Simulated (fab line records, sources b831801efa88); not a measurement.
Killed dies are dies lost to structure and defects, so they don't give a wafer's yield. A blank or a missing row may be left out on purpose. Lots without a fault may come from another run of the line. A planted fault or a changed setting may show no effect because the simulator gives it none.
fab line records | flow sky130
record lots=11 wafers=33 last_day=50
route steps=708 shown METAL1@452 VIA1@460 PAD_OPEN@708
lots that met no fault: from a run of the same line without faults
start_h: hours from the record's first day to the start of the lot's first wafer shown | wait_h: hours since the lot's step before | " the same as in the row above | L1.1+2: a row that stands for several wafers | - no value, or no start given | * or withheld: withheld | < > ~ a bound
route shown NAME@n: a module of which the file shows steps, and the number in the route of the first | usual: mean/standard deviation of fault-free wafers | same: alike in all rows | chamber/n: place in a boat | sites: the reading at each site | _std_site: their standard deviation | _edge_site: outer sites' mean less inner sites' | radius_mm: how far each site lies from the wafer's centre | mask NAME#n: copy n | behind: the tool/chamber that last shaped the wafer | hold: why the lot was held/for how many hours/how that ended | device: the transistor (n, p or np) that didn't switch | end of line: the same wafers' tests at the end of the route | a step without rows: its recipe alone | killed: dies lost to structure and defects at the first sort, not the wafer's yield | map: a wafer's dies, x killed, . not, _ none there
set.NAME: the setting as run; set.NAME@STEP: as run at that earlier step | model.NAME: the simulator's own value behind a step, which no gauge read
steps of the route over a sample of lots; a table a step, a row a wafer
services: from which hour (start_h, from the record's first day; less than 0 if before it) a tool's chamber was out of use, for how many hours, and why
## steps
# step SKY_METAL1_ETCH_18
# recipe chemistry=N2/H2 target=BARC ion_energy_ev=200 bias_w=100 pressure_mtorr=30 n2_flow_sccm=100 h2_flow_sccm=200 icp_w=500 stop_on=SiO2 time_s=45.9 target_depth_a=600
# usual drypump_motor_current_A=5.7/0.44 h2_flow_sccm=200.1/0.56 oes_product_au=0.855/0.0049 throttle_valve_pct=13.224/0.0097
# columns lot.wafer tool chamber start_h wait_h drypump_motor_current_A h2_flow_sccm oes_product_au rf_hours_counter_h throttle_valve_pct
L561.2 rie_metal-01 0 765.02 0.0 5.8 199.6 0.862 4 13.216
L561.4 " 1 " " 4.9 200.7 0.857 - 13.212
L561.5 " 0 " " 5.8 200.1 0.848 - 13.221
L562.1 rie_metal-04 0 776.03 0.0 6.2 200.3 0.850 9 13.215
L562.2 " 1 " " 5.4 200.0 0.857 2 13.236
L562.4 " 1 " " 5.4 199.1 0.854 - 13.228
L563.1 rie_metal-04 1 783.82 0.0 5.4 199.4 0.859 3 13.216
L563.2 " 0 " " 6.2 199.8 0.859 9 13.223
L563.5 " 0 " " 6.2 199.7 0.864 - 13.246
L570.1 rie_metal-03 0 843.07 0.0 5.9 200.8 0.847 13 13.218
L570.4 " 0 " " 6.0 199.8 0.858 - 13.225
L570.5 " 0 " " 5.9 199.9 0.864 - 13.218
L571.2 rie_metal-03 0 852.72 0.0 6.0 200.1 0.849 14 13.210
L571.3 " 1 " " 5.8 200.6 0.865 - 13.223
L571.5 " 1 " " 5.8 200.7 0.857 - 13.233
L574.2 rie_metal-01 0 870.92 0.0 5.8 199.9 0.854 8 13.246
L574.4 " 0 " " 5.8 199.2 0.849 - 13.234
L574.5 " 1 " " 4.9 199.7 0.860 - 13.211
L575.1 rie_metal-04 1 871.92 0.0 5.4 201.0 0.859 6 13.226
L575.2 " 0 " " 6.2 200.3 0.848 12 13.234
L575.4 " 1 " " 5.4 201.5 0.858 - 13.200
L577.2 rie_metal-01 0 892.37 0.0 5.8 200.6 0.848 9 13.233
L577.5 " 0 " " 5.8 200.5 0.856 - 13.216
L577.6 " 1 " " 4.9 200.4 0.860 - 13.242
L578.2 rie_metal-03 0 904.44 0.1 6.0 200.1 0.859 - 13.221
L578.4 " 0 " " 6.0 200.2 0.857 - 13.209
L578.6 " 0 " " 6.0 200.5 0.854 - 13.215
L582.2 rie_metal-04 0 923.23 0.0 6.2 200.8 0.854 15 13.229
L582.3 " 1 " " 5.4 200.2 0.848 - 13.227
L582.6 " 0 " " 6.2 200.7 0.855 - 13.207
L584.1 rie_metal-01 1 941.78 0.0 4.8 199.9 0.856 10 13.225
L584.3 " 0 " " 5.8 199.5 0.847 - 13.212
L584.4 " 1 " " 4.8 200.1 0.846 - 13.210
# step SKY_VIA1_CMP_02
# recipe material=SiO2 down_force_psi=4 platen_rpm=60 pad_velocity_m_s=0.94248
# usual motor_current_A=12.6/1.2
# columns lot.wafer tool chamber start_h wait_h motor_current_A
L561.2 cmp-02 0 765.99 0.1 10.8
L561.4 " 2 " " 13.6
L561.5 " 0 " " 11.1
L562.4 cmp-02 2 777.07 0.0 13.5
L562.1 " 3 " " 12.7
L562.2 " 0 " " 10.6
L563.1 cmp-01 3 784.89 0.1 13.2
L563.2 " 0 " " 11.5
L563.5 " 1 " " 12.5
L570.4 cmp-02 2 844.06 0.1 12.9
L570.1 " 1 " " 13.0
L570.5 " 2 " " 13.1
L571.3 cmp-01 3 853.64 0.0 13.0
L571.2 " 1 " " 11.8
L571.5 " 0 " " 11.5
L574.2 cmp-01 0 871.88 0.0 11.9
L574.4 " 1 " " 11.7
L574.5 " 0 " " 11.0
L575.2 cmp-02 2 872.87 0.0 12.3
L575.4 " 0 " " 10.8
L575.1 " 1 " " 13.6
L577.2 cmp-01 0 893.34 0.1 11.2
L577.5 " 3 " " 13.1
L577.6 " 0 " " 11.9
L578.4 cmp-01 1 905.61 0.1 11.5
L578.2 " 3 " " 13.4
L578.6 " 0 " " 11.9
L582.3 cmp-02 3 924.45 0.3 12.0
L582.2 " 1 " " 13.2
L582.6 " 0 " " 10.8
L584.3 cmp-01 2 943.01 0.2 15.5
L584.4 " 3 " " 13.3
L584.1 " 0 " " 11.6
# step SKY_VIA1_ETCH_15
# recipe target=SiO2 chemistry=C4F8/O2/Ar target_depth_nm=351 stop_on=TiN mask_material=KrF-thick source_w=1500 bias_w=1200 pressure_mtorr=40 c4f8_flow_sccm=withheld O2_flow_sccm=6 Ar_flow_sccm=300 time_s=54
# usual oes_product_au=0.981/0.0057
# columns lot.wafer tool chamber start_h wait_h oes_product_au rf_hours_counter_h
L561.2 rie_diel-01 1 793.59 0.0 0.986 2
L561.4 " 3 " " 0.986 11
L561.5 " 1 " " 0.980 -
L562.1 rie_diel-02 2 803.84 0.0 0.967 4
L562.2 " 0 " " 0.983 18
L562.4 " 1 " " 0.987 15
L563.1 rie_diel-02 3 811.09 0.0 0.979 2
L563.2 " 2 " " 0.989 4
L563.5 " 0 " " 0.985 -
L570.1 rie_diel-02 3 870.24 0.0 0.986 3
L570.4 " 0 " " 0.988 20
L570.5 " 0 " " 0.990 -
L571.2 rie_diel-02 1 879.24 0.0 0.988 17
L571.3 " 3 " " 0.988 4
L571.5 " 3 " " 0.987 -
L574.2 rie_diel-04 2 897.04 0.0 0.991 10
L574.4 " 3 " " 0.981 9
L574.5 " 2 " " 0.980 -
L575.1 rie_diel-01 2 899.04 0.0 0.988 6
L575.2 " 0 " " 0.986 5
L575.4 " 3 " " 0.980 13
L577.2 rie_diel-01 1 918.48 0.0 0.972 5
L577.5 " 1 " " 0.985 -
L577.6 " 3 " " 0.984 -
L578.2 rie_diel-04 2 931.45 0.0 0.988 12
L578.4 " 2 " " 0.984 -
L578.6 " 1 " " 0.974 -
L582.2 rie_diel-04 1 949.08 0.0 0.983 11
L582.3 " 3 " " 0.983 12
L582.6 " 2 " " 0.972 -
L584.1 rie_diel-02 3 968.04 0.0 0.974 6
L584.3 " 2 " " 0.976 10
L584.4 " 0 " " 0.979 22
# step SKY_VIA1_STRIP_16
# recipe chemistry=O2/N2 power_w=1400 pressure_mtorr=1500 platen_temp_c=withheld o2_flow_sccm=3000 n2_flow_sccm=300 overash_fraction=0.5
# usual drypump_motor_current_A=5.9/0.38 oes_product_au=0.416/0.0045 strip_time_to_endpoint_s=4.453/0.023
# columns lot.wafer tool chamber start_h wait_h drypump_motor_current_A oes_product_au rf_hours_counter_h strip_time_to_endpoint_s
L561.2 plasma_asher-01 1 793.63 0.0 5.6 0.416 5 4.440
L561.4 " 0 " " 5.9 0.413 - 4.439
L561.5 " 0 " " 5.8 0.411 - 4.443
L562.1 plasma_asher-01 0 803.89 0.0 5.8 0.420 6 4.475
L562.2 " 1 " " 5.6 0.419 6 4.456
L562.4 " 0 " " 5.8 0.415 - 4.405
L563.1 plasma_asher-03 0 811.14 0.0 5.6 0.414 70 4.500
L563.2 " 1 " " 5.5 0.412 70 4.474
L563.5 " 1 " " 5.5 0.421 - 4.469
L570.1 plasma_asher-03 0 870.29 0.0 5.6 0.406 76 4.183
L570.4 " 0 " " 5.6 0.405 - 4.148
L570.5 " 1 " " 5.5 0.398 - 4.127
L571.2 plasma_asher-02 1 879.29 0.0 6.1 0.393 44 4.109
L571.3 " 1 " " 6.1 0.404 - 4.171
L571.5 " 0 " " 6.6 0.405 - 4.164
L574.2 plasma_asher-02 1 897.09 0.0 6.1 0.412 46 4.427
L574.4 " 1 " " 6.1 0.414 - 4.451
L574.5 " 0 " " 6.6 0.407 - 4.411
L575.1 plasma_asher-01 0 899.09 0.0 5.8 0.415 14 4.415
L575.2 " 1 " " 5.7 0.405 14 4.446
L575.4 " 0 " " 5.8 0.418 - 4.413
L577.2 plasma_asher-03 0 918.53 0.0 5.6 0.417 81 4.457
L577.5 " 1 " " 5.5 0.413 - 4.435
L577.6 " 0 " " 5.6 0.411 - 4.418
L578.2 plasma_asher-02 0 931.50 0.0 6.6 0.419 49 4.446
L578.4 " 1 " " 6.1 0.413 - 4.444
L578.6 " 0 " " 6.6 0.429 - 4.487
L582.2 plasma_asher-01 0 949.13 0.0 5.8 0.417 19 4.445
L582.3 " 0 " " 5.8 0.414 - 4.486
L582.6 " 1 " " 5.7 0.406 - 4.435
L584.1 plasma_asher-02 0 968.09 0.0 6.6 0.415 53 4.472
L584.3 " 0 " " 6.6 0.417 - 4.486
L584.4 " 1 " " 6.1 0.411 - 4.394
# step SKY_VIA1_CVD_21
# recipe material=W target_thk_nm=270 time_s=80.902 temp_c=400 pressure_torr=40
# usual heater_power_outer_w=548/27 heater_power_w=866/60
# columns lot.wafer tool chamber start_h wait_h heater_power_outer_w heater_power_w since_wet_clean_h
L561.2 cvd_w-02 1 794.33 0.0 549 889 390
L561.4 " 1 " " 557 903 -
L561.5 " 1 " " 558 887 -
L562.1 cvd_w-01 0 804.54 0.0 547 850 901
L562.2 " 1 " " 606 947 901
L562.4 " 1 " " 610 967 -
L563.1 cvd_w-01 0 811.79 0.0 557 852 908
L563.2 " 1 " " 582 981 908
L563.5 " 0 " " 547 827 -
L570.1 cvd_w-01 1 870.94 0.0 604 942 967
L570.4 " 0 " " 555 834 -
L570.5 " 0 " " 564 872 -
L571.2 cvd_w-02 1 879.94 0.0 548 925 476
L571.3 " 0 " " 512 809 -
L571.5 " 1 " " 568 902 -
L574.2 cvd_w-02 1 897.74 0.0 539 893 494
L574.4 " 0 " " 523 797 -
L574.5 " 1 " " 556 917 -
L575.1 cvd_w-02 1 899.74 0.0 541 900 496
L575.2 " 0 " " 519 811 496
L575.4 " 1 " " 559 884 -
L577.2 cvd_w-01 1 919.22 0.0 571 920 1
L577.5 " 1 " " 566 942 -
L577.6 " 0 " " 547 860 -
L578.2 cvd_w-02 1 932.15 0.0 557 920 528
L578.4 " 1 " " 565 908 -
L578.6 " 0 " " 511 799 -
L582.2 cvd_w-02 0 949.83 0.0 506 806 546
L582.3 " 1 " " 562 903 -
L582.6 " 0 " " 520 788 -
L584.1 cvd_w-01 0 968.78 0.0 554 858 51
L584.3 " 1 " " 570 926 -
L584.4 " 0 " " 556 835 -
# step SKY_PAD_OPEN_PROBE_99
# usual defect_limited_yield=82.9/2 killed_at_M0_to_M3=42/7.6 killed_at_M4_up=2.9/1.7 killed_at_contacts=24/5.1 killed_at_front_end=15/4 killed_at_other=0.2/0.38 killed_dies=84/9.9 killed_open=46/7.2 killed_short=38/6.6 sort_bin_3_pad_short=0.9/0.38 sort_bin_5_function=10.2/1.5 sort_bin_6_memory=6.0/1 sort_n_pass=408/9.9 sort_yield_pct=82.9/2
# same gross_dies=492 killed_at_back_side=0 sort_bin_4_leakage[%]=0 sort_bin_8_speed[%]=0
# columns lot.wafer tool chamber start_h wait_h defect_limited_yield[%] killed_at_M0_to_M3 killed_at_M4_up killed_at_contacts killed_at_front_end killed_at_other killed_dies killed_open killed_short sort_bin_3_pad_short[%] sort_bin_5_function[%] sort_bin_6_memory[%] sort_n_pass sort_yield_pct[%]
L561.2 prober-02 - 1078.04 0.1 82.5 48 1 23 14 0 86 43 43 1.2 11.2 5.1 406 82.5
L561.4 prober-02 - 1078.14 0.2 81.5 48 4 17 22 0 91 45 46 0.8 10.6 7.1 401 81.5
L561.5 prober-02 - 1078.19 0.2 79.7 58 3 28 11 0 100 59 41 1.4 11.0 7.9 392 79.7
L562.1 prober-01 - 1084.80 0.1 82.7 40 4 25 16 0 85 45 40 1.2 11.4 4.7 407 82.7
L562.2 prober-01 - 1084.85 0.1 84.1 37 3 21 17 0 78 34 44 0.2 10.8 4.9 414 84.1
L562.4 prober-01 - 1084.95 0.2 82.9 44 1 23 16 0 84 48 36 1.0 10.2 5.9 408 82.9
L563.1 prober-02 - 1091.66 0.1 83.5 40 1 25 15 0 81 43 38 0.6 7.9 7.9 411 83.5
L563.2 prober-02 - 1091.71 0.1 81.1 44 3 27 19 0 93 46 47 1.0 12.0 5.9 399 81.1
L563.5 prober-02 - 1091.86 0.2 81.9 45 4 19 21 0 89 45 44 0.4 11.8 5.9 403 81.9
L570.1 prober-01 - 1135.82 0.1 83.1 49 1 25 8 0 83 38 45 1.2 9.3 6.3 409 83.1
L570.4 prober-01 - 1135.97 0.2 86.2 38 1 21 8 0 68 39 29 1.0 6.9 5.9 424 86.2
L570.5 prober-01 - 1136.02 0.2 80.5 55 2 22 17 0 96 55 41 0.8 12.2 6.5 396 80.5
L571.2 prober-02 - 1141.96 0.1 79.1 50 3 37 13 0 103 58 45 0.8 13.0 7.1 389 79.1
L571.3 prober-02 - 1142.01 0.2 86.8 30 1 24 10 0 65 40 25 0.8 6.5 5.9 427 86.8
L571.5 prober-02 - 1142.11 0.2 81.9 50 4 23 12 0 89 60 29 1.4 11.2 5.5 403 81.9
L574.2 prober-01 - 1156.75 0.1 84.8 34 1 25 14 1 75 40 35 0.4 11.2 3.7 417 84.8
L574.4 prober-01 - 1156.85 0.2 81.1 43 5 29 16 0 93 52 41 0.6 12.4 5.9 399 81.1
L574.5 prober-01 - 1156.90 0.2 84.1 34 2 27 15 0 78 40 38 1.2 10.2 4.5 414 84.1
L575.1 prober-02 - 1158.45 0.1 86.4 21 4 34 8 0 67 41 26 0.4 9.1 4.1 425 86.4
L575.2 prober-02 - 1158.50 0.1 85.2 40 2 17 13 1 73 37 36 0.8 9.6 4.5 419 85.2
L575.4 prober-02 - 1158.60 0.2 82.7 44 2 31 8 0 85 44 41 0.6 9.8 6.9 407 82.7
L577.2 prober-02 - 1169.50 0.1 81.1 51 5 28 9 0 93 46 47 1.2 11.6 6.1 399 81.1
L577.5 prober-02 - 1169.65 0.2 83.7 39 4 23 13 1 80 48 32 1.0 7.5 7.7 412 83.7
L577.6 prober-02 - 1169.70 0.2 83.7 35 6 24 15 0 80 42 38 0.8 10.2 5.3 412 83.7
L578.2 prober-01 - 1181.35 0.1 81.5 42 3 34 12 0 91 40 51 0.8 12.0 5.7 401 81.5
L578.4 prober-01 - 1181.45 0.2 86.8 34 2 17 12 0 65 34 31 0.8 6.9 5.5 427 86.8
L578.6 prober-01 - 1181.55 0.2 81.1 44 1 30 18 0 93 54 39 1.2 10.6 7.1 399 81.1
L582.2 prober-01 - 1193.76 0.1 82.5 41 2 24 18 1 86 48 38 1.4 8.9 7.1 406 82.5
L582.3 prober-01 - 1193.81 0.2 84.1 41 2 23 12 0 78 37 41 0.4 8.7 6.7 414 84.1
L582.6 prober-01 - 1193.96 0.2 85.0 41 3 20 9 1 74 34 40 1.0 10.0 4.1 418 85.0
L584.1 prober-01 - 1203.86 0.1 82.5 49 2 27 7 1 86 60 26 0.4 9.3 7.7 406 82.5
L584.3 prober-01 - 1203.96 0.2 82.5 43 3 29 11 0 86 50 36 1.6 7.7 8.1 406 82.5
L584.4 prober-01 - 1204.01 0.2 82.7 36 3 30 16 0 85 52 33 0.6 11.8 4.9 407 82.7
# killed by level:class
L561.2 VIA1:geometric_particle:open=10 CONTACT:geometric_particle:open=8 METAL2:geometric_particle:short=7 VIA2:geometric_particle:open=7 FIELD_ISO:geometric_particle:short=6 LI_CONTACT:geometric_particle:open=5 VIA1:geometric_particle:short=5 VIA3:geometric_particle:short=4
L561.4 VIA1:geometric_particle:open=11 CONTACT:geometric_particle:open=7 METAL2:geometric_particle:short=7 FIELD_ISO:geometric_particle:short=6 VIA2:geometric_particle:open=6 LI_CONTACT:geometric_particle:open=5 SPACER:geometric_particle:short=5 METAL1:geometric_particle:short=5
L561.5 VIA2:geometric_particle:open=12 CONTACT:geometric_particle:open=12 VIA1:geometric_particle:open=9 LI_CONTACT:geometric_particle:open=6 METAL1:geometric_particle:short=6 VIA3:geometric_particle:open=6 LOCAL_INTERCONNECT:geometric_particle:short=5 METAL3:geometric_particle:short=5
L562.1 CONTACT:geometric_particle:open=9 VIA1:geometric_particle:open=9 VIA3:geometric_particle:open=7 LI_CONTACT:geometric_particle:open=6 VIA2:geometric_particle:open=6 FIELD_ISO:geometric_particle:short=5 CONTACT:geometric_particle:short=5 METAL2:geometric_particle:short=5
L562.2 VIA1:geometric_particle:short=9 VIA1:geometric_particle:open=7 LI_CONTACT:geometric_particle:open=5 CONTACT:geometric_particle:short=5 FIELD_ISO:geometric_particle:short=4 POLY_GATE:geometric_particle:short=4 LOCAL_INTERCONNECT:geometric_particle:short=4 CONTACT:geometric_particle:open=4
L562.4 CONTACT:geometric_particle:open=12 VIA1:geometric_particle:open=12 METAL2:geometric_particle:short=8 VIA2:geometric_particle:open=5 VIA1:geometric_particle:short=5 VIA3:geometric_particle:open=5 FIELD_ISO:geometric_particle:open=4 LOCAL_INTERCONNECT:geometric_particle:short=4
L563.1 LI_CONTACT:geometric_particle:open=11 VIA1:geometric_particle:open=7 VIA1:geometric_particle:short=6 POLY_GATE:geometric_particle:short=5 VIA2:geometric_particle:open=5 METAL3:geometric_particle:short=5 LOCAL_INTERCONNECT:geometric_particle:short=4 VIA2:geometric_particle:short=4
L563.2 VIA3:geometric_particle:open=11 FIELD_ISO:geometric_particle:short=8 LOCAL_INTERCONNECT:geometric_particle:short=7 VIA1:geometric_particle:open=7 LI_CONTACT:geometric_particle:open=6 CONTACT:geometric_particle:short=5 CONTACT:geometric_particle:open=5 VIA1:geometric_particle:short=5
L563.5 METAL1:geometric_particle:short=9 LI_CONTACT:geometric_particle:open=8 VIA1:geometric_particle:open=8 FIELD_ISO:geometric_particle:short=7 VIA2:geometric_particle:short=6 FIELD_ISO:geometric_particle:open=4 CONTACT:geometric_particle:open=4 LOCAL_INTERCONNECT:geometric_particle:short=4
L570.1 VIA1:geometric_particle:open=12 CONTACT:geometric_particle:open=10 METAL1:geometric_particle:short=9 METAL2:geometric_particle:short=9 CONTACT:geometric_particle:short=7 VIA3:geometric_particle:open=5 VIA1:geometric_particle:short=4 METAL3:geometric_particle:short=4
L570.4 VIA1:geometric_particle:open=10 METAL1:geometric_particle:short=8 CONTACT:geometric_particle:open=6 VIA2:geometric_particle:open=6 LI_CONTACT:geometric_particle:open=5 METAL2:geometric_particle:short=5 LOCAL_INTERCONNECT:geometric_particle:short=4 VIA3:geometric_particle:open=4
L570.5 VIA1:geometric_particle:open=13 CONTACT:geometric_particle:open=8 VIA3:geometric_particle:open=8 METAL2:geometric_particle:short=7 POLY_GATE:geometric_particle:open=6 LI_CONTACT:geometric_particle:open=6 METAL1:geometric_particle:short=5 VIA1:geometric_particle:short=5
L571.2 CONTACT:geometric_particle:open=18 VIA2:geometric_particle:open=10 LI_CONTACT:geometric_particle:open=8 VIA1:geometric_particle:open=8 VIA1:geometric_particle:short=8 METAL2:geometric_particle:short=7 METAL1:geometric_particle:short=6 LI_CONTACT:geometric_particle:short=4
L571.3 CONTACT:geometric_particle:open=9 VIA1:geometric_particle:open=8 LI_CONTACT:geometric_particle:open=5 VIA3:geometric_particle:open=5 POLY_GATE:geometric_particle:short=4 CONTACT:geometric_particle:short=4 LOCAL_INTERCONNECT:geometric_particle:short=3 METAL1:geometric_particle:short=3
L571.5 VIA1:geometric_particle:open=13 CONTACT:geometric_particle:open=9 VIA2:geometric_particle:open=8 VIA3:geometric_particle:open=8 POLY_GATE:geometric_particle:open=6 LI_CONTACT:geometric_particle:open=5 CONTACT:geometric_particle:short=5 METAL1:geometric_particle:short=5
L574.2 CONTACT:geometric_particle:open=8 FIELD_ISO:geometric_particle:short=6 LI_CONTACT:geometric_particle:open=6 VIA1:geometric_particle:open=6 METAL1:geometric_particle:short=5 FIELD_ISO:geometric_particle:open=4 LOCAL_INTERCONNECT:geometric_particle:open=4 VIA2:geometric_particle:open=4
L574.4 CONTACT:geometric_particle:open=12 VIA2:geometric_particle:open=10 VIA1:geometric_particle:open=8 LI_CONTACT:geometric_particle:open=6 FIELD_ISO:geometric_particle:short=5 CONTACT:geometric_particle:short=5 LI_CONTACT:geometric_particle:short=5 METAL4:geometric_particle:short=4
L574.5 CONTACT:geometric_particle:short=10 VIA2:geometric_particle:open=9 CONTACT:geometric_particle:open=6 VIA1:geometric_particle:open=6 FIELD_ISO:geometric_particle:short=5 LI_CONTACT:geometric_particle:open=5 LI_CONTACT:geometric_particle:short=5 METAL1:geometric_particle:short=5
L575.1 CONTACT:geometric_particle:open=13 LI_CONTACT:geometric_particle:open=10 CONTACT:geometric_particle:short=6 VIA2:geometric_particle:open=4 FIELD_ISO:geometric_particle:open=3 METAL1:geometric_particle:short=3 METAL2:geometric_particle:short=3 VIA3:geometric_particle:short=3
L575.2 VIA2:geometric_particle:open=8 CONTACT:geometric_particle:short=7 METAL1:geometric_particle:short=6 VIA1:geometric_particle:open=6 CONTACT:geometric_particle:open=5 POLY_GATE:geometric_particle:open=4 VIA3:geometric_particle:short=4 VIA1:geometric_particle:short=3
L575.4 VIA2:geometric_particle:open=11 CONTACT:geometric_particle:open=11 LI_CONTACT:geometric_particle:open=7 LOCAL_INTERCONNECT:geometric_particle:short=7 METAL1:geometric_particle:short=7 VIA1:geometric_particle:short=4 VIA3:geometric_particle:open=4 METAL2:geometric_particle:short=4
L577.2 VIA1:geometric_particle:open=12 CONTACT:geometric_particle:open=11 LI_CONTACT:geometric_particle:open=7 VIA3:geometric_particle:short=7 VIA1:geometric_particle:short=6 VIA3:geometric_particle:open=6 METAL3:geometric_particle:short=6 CONTACT:geometric_particle:short=5
L577.5 VIA1:geometric_particle:open=14 CONTACT:geometric_particle:open=8 LI_CONTACT:geometric_particle:open=6 VIA3:geometric_particle:open=6 CONTACT:geometric_particle:short=5 VIA1:geometric_particle:short=5 METAL2:geometric_particle:short=4 VIA2:geometric_particle:open=4
L577.6 CONTACT:geometric_particle:open=10 VIA1:geometric_particle:open=10 POLY_GATE:geometric_particle:short=6 LI_CONTACT:geometric_particle:open=6 CONTACT:geometric_particle:short=6 METAL2:geometric_particle:short=5 METAL4:geometric_particle:short=5 FIELD_ISO:geometric_particle:open=4
L578.2 CONTACT:geometric_particle:short=13 VIA1:geometric_particle:open=11 METAL1:geometric_particle:short=9 CONTACT:geometric_particle:open=8 LOCAL_INTERCONNECT:geometric_particle:short=6 FIELD_ISO:geometric_particle:short=5 METAL2:geometric_particle:short=5 VIA2:geometric_particle:open=5
L578.4 CONTACT:geometric_particle:open=6 VIA1:geometric_particle:open=6 LI_CONTACT:geometric_particle:open=5 FIELD_ISO:geometric_particle:short=4 METAL2:geometric_particle:short=4 CONTACT:geometric_particle:short=4 VIA1:geometric_particle:short=4 POLY_GATE:geometric_particle:open=3
L578.6 VIA1:geometric_particle:open=11 LI_CONTACT:geometric_particle:open=10 CONTACT:geometric_particle:open=7 VIA2:geometric_particle:open=6 LI_CONTACT:geometric_particle:short=5 VIA1:geometric_particle:short=5 FIELD_ISO:geometric_particle:open=4 POLY_GATE:geometric_particle:open=4
L582.2 VIA2:geometric_particle:open=8 VIA1:geometric_particle:open=8 FIELD_ISO:geometric_particle:open=7 CONTACT:geometric_particle:open=7 METAL2:geometric_particle:short=7 LI_CONTACT:geometric_particle:open=6 FIELD_ISO:geometric_particle:short=5 LOCAL_INTERCONNECT:geometric_particle:short=5
L582.3 VIA1:geometric_particle:open=7 VIA2:geometric_particle:open=6 LI_CONTACT:geometric_particle:open=5 CONTACT:geometric_particle:short=5 VIA3:geometric_particle:open=5 FIELD_ISO:geometric_particle:short=4 POLY_GATE:geometric_particle:short=4 LOCAL_INTERCONNECT:geometric_particle:short=4
L582.6 VIA1:geometric_particle:open=9 CONTACT:geometric_particle:short=8 METAL2:geometric_particle:short=7 CONTACT:geometric_particle:open=5 VIA1:geometric_particle:short=5 LI_CONTACT:geometric_particle:open=4 METAL1:geometric_particle:short=4 METAL1:geometric_particle:open=3
L584.1 VIA2:geometric_particle:open=15 LI_CONTACT:geometric_particle:open=11 CONTACT:geometric_particle:open=10 VIA1:geometric_particle:open=10 LOCAL_INTERCONNECT:geometric_particle:short=4 VIA1:geometric_particle:short=4 VIA3:geometric_particle:open=4 METAL1:geometric_particle:short=3
L584.3 VIA1:geometric_particle:open=10 CONTACT:geometric_particle:open=10 LI_CONTACT:geometric_particle:open=8 POLY_GATE:geometric_particle:open=5 VIA2:geometric_particle:open=5 VIA3:geometric_particle:open=5 METAL2:geometric_particle:short=5 CONTACT:geometric_particle:short=4
L584.4 LI_CONTACT:geometric_particle:open=11 CONTACT:geometric_particle:open=10 VIA3:geometric_particle:open=7 POLY_GATE:geometric_particle:open=6 VIA2:geometric_particle:open=6 METAL1:geometric_particle:short=5 VIA1:geometric_particle:open=5 FIELD_ISO:geometric_particle:short=4
## services
# columns tool chamber start_h hours kind
cmp-01 - 744.00 4.0 pm
rie_metal-04 - 745.57 2.8 pm
cmp-01 - 750.34 0.9 repair
cmp-01 - 751.35 20.8 repair
cvd_w-01 - 758.46 2.8 pm
cmp-01 - 782.50 1.8 repair
cvd_w-02 - 784.24 0.8 repair
rie_diel-02 3 793.05 4.7 repair
cmp-02 - 796.42 4.6 repair
cvd_w-01 0 814.57 3.7 repair
cmp-02 - 824.73 0.3 repair
cmp-02 - 828.86 4.7 pm
plasma_asher-01 - 850.24 3.6 repair
cvd_w-01 1 856.25 11.1 repair
cmp-02 - 865.82 0.8 repair
rie_diel-02 0 866.96 3.0 repair
plasma_asher-02 - 885.60 4.2 repair
plasma_asher-01 - 886.70 4.5 repair
cmp-02 - 900.05 3.6 repair
cvd_w-01 - 904.00 14.0 pm
cmp-02 - 912.00 4.0 pm
cmp-02 - 935.29 26.3 pm
cmp-01 - 957.46 1.4 repair
cmp-01 - 964.94 14.4 pm
## key
first_sign step=SKY_VIA1_STRIP_16 reading=strip_time_to_endpoint_s direction=down sigmas=13 usual=* struck=*
effect step=SKY_VIA1_STRIP_16 reading=oes_product_au direction=down sigmas=3.1 usual=0.416 struck=0.402
met_at SKY_VIA1_ETCH_15
struck_lots L570,L571
not_acting_at SKY_METAL1_ETCH_18,SKY_VIA1_CMP_02,SKY_VIA1_CVD_21
onset_between 811.09 870.24
fault kind=process_parameter_drift tool=rie_diel-02 chamber=- onset_h=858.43 steps=SKY_VIA1_ETCH_15 channel=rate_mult offset=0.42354 shape=step end_h=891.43
